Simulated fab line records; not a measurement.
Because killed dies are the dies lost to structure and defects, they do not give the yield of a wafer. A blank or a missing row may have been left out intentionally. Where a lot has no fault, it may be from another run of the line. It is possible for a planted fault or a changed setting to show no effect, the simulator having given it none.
fab line records	flow sky130
record: lots: 7	wafers: 21	last_day: 50
route steps=708 shown CAPM@540 PAD_OPEN@708
lots with no fault: from the same line, run without faults
start_h: start of the lot's first displayed wafer, in hours after the record's first day	wait_h: time in hours since the lot's previous step	" the same as in the row above	L1.1+2: one row covering several wafers at once	- no value present, or no start provided	* or withheld: withheld	< > ~ a bound
route shown NAME@n: a module of which the file shows steps, and the number in the route of the first	usual: the fault-free wafers' mean and standard deviation	same: alike in all rows	chamber/n: place in a boat	sites: the reading at each site	_std_site: the values' standard deviation	_edge_site: the outer-site mean with the inner-site mean subtracted	radius_mm: for every site, how far away it sits from the centre of the wafer	mask NAME#n: copy n	behind: the tool/chamber that last shaped the wafer	hold: why the lot went on hold/how many hours it stayed there/how the hold came to an end	device: the transistor (n, p or np) that didn't switch	end of line: tests run on the same wafers once the route is complete	for a step that has no rows: nothing shown but its recipe	killed: dies that structure and defects cost at the first sort, which is not the same as the wafer's yield	map: dies across one wafer; x = killed, . = not, _ = none there
set.NAME: the run value of the setting; set.NAME@STEP: its run value at that earlier step	model.NAME: the simulator's own value behind a step, which no gauge read
lots at some steps of the route; a table a step, a row a wafer
services: when a tool's chamber went out of use (start_h, in hours from the record's first day, below 0 if earlier), for how many hours, and the reason
== steps ==
step: SKY_CAPM_RS_MEAS_03
recipe: thk_meas_gauge: four-point-probe	reads: TiN_of_CAPM_SPUTTER_02
usual: CAPM_TIN_RS: 6.90/0.067
lot.wafer	tool	chamber	start_h	wait_h	CAPM_TIN_RS[ohm/sq]
L992.4	film_metro-03	-	847.37	0.1	6.97
L992.5	"	-	"	"	6.92
L992.6	"	-	"	"	6.90
L102.3	film_metro-03	-	934.97	0.1	6.87
L102.4	"	-	"	"	6.86
L102.6	"	-	"	"	6.82
L104.2	film_metro-04	-	935.36	0.1	6.92
L104.3	"	-	"	"	6.92
L104.5	"	-	"	"	6.90
L105.2	film_metro-04	-	943.10	0.1	6.91
L105.4	"	-	"	"	6.95
L105.5	"	-	"	"	6.98
L108.2	film_metro-03	-	964.94	0.1	6.85
L108.3	"	-	"	"	6.84
L108.4	"	-	"	"	6.81
L112.1	film_metro-03	-	987.72	0.1	6.87
L112.2	"	-	"	"	6.90
L112.5	"	-	"	"	6.88
L115.2	film_metro-02	-	1006.13	0.1	6.92
L115.3	"	-	"	"	6.94
L115.6	"	-	"	"	6.94
step: SKY_CAPM_THK_MEAS_04
recipe: thk_meas_gauge: xrf	reads: TiN_of_CAPM_SPUTTER_02
usual: CAPM_TIN_THK: 203.7/2.1
lot.wafer	tool	chamber	start_h	wait_h	CAPM_TIN_THK[nm]
L992.4	film_metro-03	-	847.46	0.1	202.1
L992.5	"	-	"	"	204.3
L992.6	"	-	"	"	203.7
L102.3	film_metro-03	-	935.07	0.1	203.5
L102.4	"	-	"	"	204.9
L102.6	"	-	"	"	205.1
L104.2	film_metro-04	-	935.47	0.1	203.0
L104.3	"	-	"	"	202.6
L104.5	"	-	"	"	204.2
L105.2	film_metro-04	-	943.21	0.1	202.7
L105.4	"	-	"	"	200.9
L105.5	"	-	"	"	200.8
L108.2	film_metro-03	-	965.05	0.1	207.1
L108.3	"	-	"	"	207.4
L108.4	"	-	"	"	207.2
L112.1	film_metro-03	-	987.84	0.1	204.9
L112.2	"	-	"	"	203.9
L112.5	"	-	"	"	204.7
L115.2	film_metro-02	-	1006.24	0.1	202.9
L115.3	"	-	"	"	200.8
L115.6	"	-	"	"	201.9
step: SKY_CAPM_DEHYDRATE_05
recipe: temp_c: 200	time_s: 60
step: SKY_CAPM_HMDS_06
recipe: prime_time_s: 60	prime_temp_c: 120
step: SKY_CAPM_COAT_07
recipe: resist: NOVOLAK	spin_rpm: 3000	resist_thk_nm: 1140
step: SKY_CAPM_SOFTBAKE_08
recipe: temp_c: 90	time_s: 60	resist: NOVOLAK
step: SKY_CAPM_EXPOSE_09
recipe: mask_id: CAPM	na: 0.6	source_shape: conventional	sigma_outer: 0.6	polarization: unpolarized	target_cd_nm: 1000	dose_mj: 159
step: SKY_CAPM_PEB_10
recipe: temp_c: withheld	time_s: *	resist: NOVOLAK
step: SKY_CAPM_DEVELOP_11
recipe: resist: NOVOLAK	developer: TMAH	develop_time_s: 60	dev_temp_c: 23
step: SKY_CAPM_OVL_MEAS_12
usual: CAPM_OVL: -0.4/1.4
lot.wafer	tool	chamber	start_h	wait_h	CAPM_OVL[nm]
L992.4	overlay-01	-	873.01	0.1	-1.6
L992.5	"	-	"	"	2.2
L992.6	"	-	"	"	0.9
L102.3	overlay-02	-	959.15	0.1	2.1
L102.4	"	-	"	"	1.4
L102.6	"	-	"	"	1.0
L104.2	overlay-02	-	959.60	0.1	0.9
L104.3	"	-	"	"	1.6
L104.5	"	-	"	"	-0.7
L105.2	overlay-02	-	966.65	0.1	-1.1
L105.4	"	-	"	"	-0.5
L105.5	"	-	"	"	0.5
L108.2	overlay-01	-	988.93	0.1	-0.3
L108.3	"	-	"	"	-1.6
L108.4	"	-	"	"	-1.1
L112.1	overlay-01	-	1010.39	0.1	-1.7
L112.2	"	-	"	"	-0.5
L112.5	"	-	"	"	-0.6
L115.2	overlay-01	-	1029.00	0.1	-1.2
L115.3	"	-	"	"	0.2
L115.6	"	-	"	"	-1.9
step: SKY_CAPM_METAL_ETCH_13
recipe: target_depth_nm: 220	stop_on: SiO2	chemistry: Cl2/BCl3	target: TiN	pressure_mtorr: 10	icp_w: 900	bias_w: 48.5	Cl2_flow_sccm: 60	bcl3_flow_sccm: 30	time_s: 62.9
usual: drypump_motor_current_A: 5.8/0.33	oes_product_au: 0.942/0.0068	throttle_valve_pct: 21.901/0.0099
lot.wafer	tool	chamber	start_h	wait_h	drypump_motor_current_A	oes_product_au	rf_hours_counter_h	throttle_valve_pct
L992.4	rie_metal-03	0	873.05	0.0	5.6	0.937	-	21.910
L992.5	"	1	"	"	5.6	0.935	-	21.912
L992.6	"	0	"	"	5.5	0.936	-	21.893
L102.3	rie_metal-03	1	959.20	0.0	5.6	0.947	-	21.897
L102.4	"	0	"	"	5.6	0.944	-	21.900
L102.6	"	1	"	"	5.6	0.950	-	21.895
L104.2	rie_metal-04	1	959.63	0.0	6.4	0.947	9	21.926
L104.3	"	0	"	"	5.4	0.936	-	21.908
L104.5	"	0	"	"	5.4	0.945	-	21.906
L105.2	rie_metal-04	0	966.68	0.0	5.4	0.932	8	21.916
L105.4	"	0	"	"	5.4	0.926	-	21.913
L105.5	"	0	"	"	5.4	0.932	-	21.907
L108.2	rie_metal-01	1	988.98	0.0	6.0	0.944	-	21.901
L108.3	"	1	"	"	6.0	0.953	-	21.891
L108.4	"	1	"	"	6.0	0.948	-	21.903
L112.1	rie_metal-03	0	1010.43	0.0	5.6	0.941	20	21.896
L112.2	"	1	"	"	5.6	0.939	12	21.908
L112.5	"	1	"	"	5.6	0.943	-	21.897
L115.2	rie_metal-01	0	1029.03	0.0	6.2	0.936	9	21.893
L115.3	"	1	"	"	6.1	0.939	-	21.912
L115.6	"	1	"	"	6.1	0.944	-	21.905
step: SKY_CAPM_STRIP_14
recipe: chemistry: O2/N2	power_w: 1400	pressure_mtorr: 1500	platen_temp_c: withheld	o2_flow_sccm: 3000	n2_flow_sccm: 300	overash_fraction: 0.5
usual: chamber_pressure_mTorr: 1499.9/1.3	drypump_motor_current_A: 5.5/0.39	oes_product_au: 0.711/0.0048	strip_time_to_endpoint_s: 12.65/0.042
lot.wafer	tool	chamber	start_h	wait_h	chamber_pressure_mTorr	drypump_motor_current_A	oes_product_au	rf_hours_counter_h	strip_time_to_endpoint_s
L992.4	plasma_asher-04	1	873.14	0.1	1502.0	5.7	0.713	-	12.64
L992.5	"	0	"	"	1501.0	6.1	0.714	-	12.70
L992.6	"	1	"	"	1499.0	5.6	0.716	-	12.58
L102.3	plasma_asher-03	1	959.29	0.1	1498.6	5.0	0.712	-	12.66
L102.4	"	0	"	"	1501.5	5.4	0.711	-	12.63
L102.6	"	1	"	"	1500.2	4.9	0.705	-	12.66
L104.2	plasma_asher-04	1	959.70	0.1	1499.7	5.7	0.711	108	12.64
L104.3	"	0	"	"	1501.2	6.1	0.714	-	12.65
L104.5	"	1	"	"	1498.9	5.7	0.712	-	12.69
L105.2	plasma_asher-01	0	966.75	0.1	1501.5	5.1	0.718	55	12.68
L105.4	"	1	"	"	1500.3	5.5	0.705	-	12.68
L105.5	"	0	"	"	1495.7	5.1	0.703	-	12.67
L108.2	plasma_asher-03	0	989.11	0.1	1500.0	5.4	0.709	89	12.63
L108.3	"	0	"	"	1501.0	5.4	0.710	-	12.68
L108.4	"	1	"	"	1500.1	5.0	0.722	-	12.67
L112.1	plasma_asher-01	1	1010.50	0.1	1498.4	5.6	0.719	60	12.69
L112.2	"	0	"	"	1499.6	5.1	0.706	60	12.65
L112.5	"	0	"	"	1502.6	5.2	0.710	-	12.64
L115.2	plasma_asher-04	1	1029.10	0.1	1497.9	5.7	0.706	116	12.62
L115.3	"	0	"	"	1500.4	6.1	0.711	-	12.65
L115.6	"	0	"	"	1498.4	6.1	0.713	-	12.61
step: SKY_CAPM_STRIP_15
recipe: chemistry: post_etch_residue_remover	time_s: 1200	temp_c: 72.5
usual: bath_guard_temp_C: 72.5/0.55	bath_heat_duty_pct: 15.0/1.5
lot.wafer	tool	chamber	start_h	wait_h	bath_guard_temp_C	bath_heat_duty_pct
L992.4	wet_bench-04	3	873.20	0.0	72.2	15.6
L992.5	"	3	"	"	72.2	16.6
L992.6	"	3	"	"	72.3	14.9
L102.3	wet_bench-01	2	959.35	0.0	-	-
L102.4	"	2	"	"	-	-
L102.6	"	2	"	"	-	-
L104.2	wet_bench-03	0	959.80	0.1	-	-
L104.3	"	0	"	"	-	-
L104.5	"	0	"	"	-	-
L105.2	wet_bench-01	1	966.85	0.1	-	-
L105.4	"	1	"	"	-	-
L105.5	"	1	"	"	-	-
L108.2	wet_bench-01	3	989.21	0.1	73.2	17.1
L108.3	"	3	"	"	73.2	16.5
L108.4	"	3	"	"	73.0	15.7
L112.1	wet_bench-03	3	1010.60	0.1	72.3	17.1
L112.2	"	3	"	"	72.3	17.5
L112.5	"	3	"	"	72.4	17.9
L115.2	wet_bench-04	3	1029.20	0.1	72.3	15.7
L115.3	"	3	"	"	72.5	15.4
L115.6	"	3	"	"	72.4	16.4
step: SKY_CAPM_CLEAN_16
recipe: chemistry: IPA	time_s: 180	temp_c: 25
step: SKY_PAD_OPEN_PROBE_99
usual: defect_limited_yield: 82.2/1.9	killed_at_M0_to_M3: 43/6.5	killed_at_M4_up: 3.5/1.9	killed_at_contacts: 24/5.4	killed_at_front_end: 16/4.8	killed_at_other: 0.4/0.64	killed_dies: 87/9.4	killed_open: 47/7	killed_short: 40/6.3	sort_bin_3_pad_short: 0.9/0.4	sort_bin_5_function: 10.5/1.4	sort_bin_6_memory: 6.3/1.1	sort_n_pass: 405/9.4	sort_yield_pct: 82.2/1.9
same: gross_dies: 492	killed_at_back_side: 0	sort_bin_4_leakage[%]: 0	sort_bin_8_speed[%]: 0
lot.wafer	tool	chamber	start_h	wait_h	defect_limited_yield[%]	killed_at_M0_to_M3	killed_at_M4_up	killed_at_contacts	killed_at_front_end	killed_at_other	killed_dies	killed_open	killed_short	sort_bin_3_pad_short[%]	sort_bin_5_function[%]	sort_bin_6_memory[%]	sort_n_pass	sort_yield_pct[%]
L992.4	prober-02	-	1072.74	0.2	79.9	43	4	31	21	0	99	53	45	1.2	12.4	6.5	393	79.9
L992.5	prober-02	-	1072.79	0.2	84.1	29	4	27	18	0	78	35	42	1.4	8.3	6.1	414	84.1
L992.6	prober-02	-	1072.84	0.2	81.3	54	0	23	14	1	92	60	30	0.8	10.6	7.3	400	81.3
L102.3	prober-01	-	1143.41	0.2	80.7	52	5	26	12	0	95	44	51	1.0	11.2	7.1	397	80.7
L102.4	prober-01	-	1143.46	0.2	85.0	35	4	19	15	1	74	35	36	0.8	8.9	5.3	418	85.0
L102.6	prober-01	-	1143.56	0.2	81.9	38	5	26	19	1	89	46	42	1.2	9.8	7.1	403	81.9
L104.2	prober-02	-	1144.66	0.1	81.1	38	3	36	15	1	93	51	41	1.2	11.0	6.7	399	81.1
L104.3	prober-02	-	1144.71	0.2	82.7	43	5	21	14	2	85	43	40	0.8	11.8	4.7	407	82.7
L104.5	prober-02	-	1144.81	0.2	81.1	49	3	23	17	1	93	46	46	0.8	12.6	5.5	399	81.1
L105.2	prober-01	-	1149.21	0.1	81.1	41	5	24	21	2	93	55	36	1.0	11.2	6.7	399	81.1
L105.4	prober-01	-	1149.31	0.2	80.1	48	6	27	17	0	98	51	47	1.0	12.0	6.9	394	80.1
L105.5	prober-01	-	1149.36	0.2	78.9	51	2	33	16	2	104	53	49	1.4	12.6	7.1	388	78.9
L108.2	prober-02	-	1165.15	0.1	80.7	45	3	23	24	0	95	44	51	0.4	10.6	8.3	397	80.7
L108.3	prober-02	-	1165.20	0.2	81.5	46	5	22	17	1	91	43	48	1.4	10.8	6.3	401	81.5
L108.4	prober-02	-	1165.25	0.2	82.7	46	2	25	12	0	85	50	35	0.8	11.2	5.3	407	82.7
killed by level:class
L992.4 VIA1:geometric_particle:open=10 VIA2:geometric_particle:open=8 LI_CONTACT:geometric_particle:open=8 LOCAL_INTERCONNECT:geometric_particle:short=8 METAL2:geometric_particle:short=7 FIELD_ISO:geometric_particle:open=5 FIELD_ISO:geometric_particle:short=5 CONTACT:geometric_particle:open=5
L992.5 CONTACT:geometric_particle:open=10 LOCAL_INTERCONNECT:geometric_particle:short=7 CONTACT:geometric_particle:short=7 METAL2:geometric_particle:short=7 FIELD_ISO:geometric_particle:open=4 VIA1:geometric_particle:open=4 VIA2:geometric_particle:open=4 VIA3:geometric_particle:open=4
L992.6 CONTACT:geometric_particle:open=13 VIA2:geometric_particle:open=11 VIA1:geometric_particle:open=10 VIA3:geometric_particle:open=10 VIA3:geometric_particle:short=5 FIELD_ISO:geometric_particle:open=4 POLY_GATE:geometric_particle:open=4 CONTACT:geometric_particle:short=4
L102.3 VIA2:geometric_particle:open=9 CONTACT:geometric_particle:open=8 METAL2:geometric_particle:short=8 VIA1:geometric_particle:open=7 METAL1:geometric_particle:short=7 LI_CONTACT:geometric_particle:open=6 CONTACT:geometric_particle:short=6 VIA3:geometric_particle:open=6
L102.4 LI_CONTACT:geometric_particle:open=7 VIA1:geometric_particle:open=7 CONTACT:geometric_particle:open=7 VIA1:geometric_particle:short=5 METAL3:geometric_particle:short=5 METAL2:geometric_particle:short=4 METAL1:geometric_particle:short=4 FIELD_ISO:geometric_particle:short=3
L102.6 CONTACT:geometric_particle:open=14 VIA1:geometric_particle:open=9 FIELD_ISO:geometric_particle:short=7 CONTACT:geometric_particle:short=6 VIA3:geometric_particle:open=5 VIA1:geometric_particle:short=5 METAL4:geometric_particle:short=5 POLY_GATE:geometric_particle:short=4
L104.2 VIA1:geometric_particle:open=12 LI_CONTACT:geometric_particle:open=11 CONTACT:geometric_particle:open=8 LOCAL_INTERCONNECT:geometric_particle:short=7 VIA2:geometric_particle:open=5 POLY_GATE:geometric_particle:short=5 CONTACT:geometric_particle:short=5 METAL1:geometric_particle:short=5
L104.3 VIA3:geometric_particle:open=9 VIA1:geometric_particle:open=8 METAL2:geometric_particle:short=6 LI_CONTACT:geometric_particle:open=5 FIELD_ISO:geometric_particle:open=4 FIELD_ISO:geometric_particle:short=4 CONTACT:geometric_particle:short=4 CONTACT:geometric_particle:open=4
L104.5 VIA1:geometric_particle:open=11 METAL1:geometric_particle:short=9 LI_CONTACT:geometric_particle:open=7 CONTACT:geometric_particle:short=7 VIA2:geometric_particle:open=6 METAL2:geometric_particle:short=6 POLY_GATE:geometric_particle:open=5 VIA3:geometric_particle:open=5
L105.2 VIA1:geometric_particle:open=13 LI_CONTACT:geometric_particle:open=8 CONTACT:geometric_particle:open=7 FIELD_ISO:geometric_particle:open=6 VIA2:geometric_particle:open=6 FIELD_ISO:geometric_particle:short=5 POLY_GATE:geometric_particle:short=4 CONTACT:geometric_particle:short=4
L105.4 METAL1:geometric_particle:short=11 CONTACT:geometric_particle:open=10 LI_CONTACT:geometric_particle:open=7 VIA3:geometric_particle:open=7 VIA2:geometric_particle:short=6 VIA3:geometric_particle:short=6 FIELD_ISO:geometric_particle:short=5 VIA1:geometric_particle:open=4
L105.5 CONTACT:geometric_particle:open=14 METAL1:geometric_particle:short=13 VIA2:geometric_particle:open=8 LI_CONTACT:geometric_particle:open=6 FIELD_ISO:geometric_particle:open=5 POLY_GATE:geometric_particle:open=5 LI_CONTACT:geometric_particle:short=5 VIA1:geometric_particle:open=5
L108.2 VIA1:geometric_particle:open=11 CONTACT:geometric_particle:open=10 VIA3:geometric_particle:open=7 VIA2:geometric_particle:short=6 FIELD_ISO:geometric_particle:short=5 LOCAL_INTERCONNECT:geometric_particle:short=5 CONTACT:geometric_particle:short=5 VIA2:geometric_particle:open=5
L108.3 VIA3:geometric_particle:open=9 LOCAL_INTERCONNECT:geometric_particle:short=7 VIA1:geometric_particle:short=7 VIA1:geometric_particle:open=7 CONTACT:geometric_particle:open=6 VIA2:geometric_particle:open=6 METAL1:geometric_particle:short=5 POLY_GATE:geometric_particle:open=4
L108.4 CONTACT:geometric_particle:open=10 VIA1:geometric_particle:open=10 VIA2:geometric_particle:open=7 LI_CONTACT:geometric_particle:open=6 VIA1:geometric_particle:short=6 VIA3:geometric_particle:open=6 METAL3:geometric_particle:short=5 METAL2:geometric_particle:short=4
== services ==
tool	chamber	start_h	hours	kind
wet_bench-01	-	878.10	1.0	repair
rie_metal-04	1	886.63	3.6	repair
plasma_asher-03	-	889.01	2.0	repair
rie_metal-04	-	895.03	2.8	pm
plasma_asher-04	-	915.87	2.8	pm
rie_metal-01	1	916.12	7.5	repair
plasma_asher-03	-	924.04	1.0	repair
rie_metal-03	1	933.70	7.2	repair
rie_metal-03	-	937.68	2.8	pm
rie_metal-01	0	975.50	15.0	repair
rie_metal-03	1	980.39	20.4	repair
rie_metal-01	-	981.97	2.8	pm
rie_metal-04	-	1003.65	1.4	pm
wet_bench-04	-	1024.52	2.0	repair
== key ==
first_sign: step: SKY_CAPM_STRIP_15	reading: tool_record	direction: missing
effect none on later readings
met_at SKY_CAPM_STRIP_15
struck_wafers L102.3,L102.4,L102.6,L104.2,L104.3,L104.5,L105.2,L105.4,L105.5
fault: kind: skipped_step_whole	tool: wet_bench-01,wet_bench-03	chamber: -	onset_h: 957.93	steps: SKY_CAPM_STRIP_15	scope: struck_lots_only
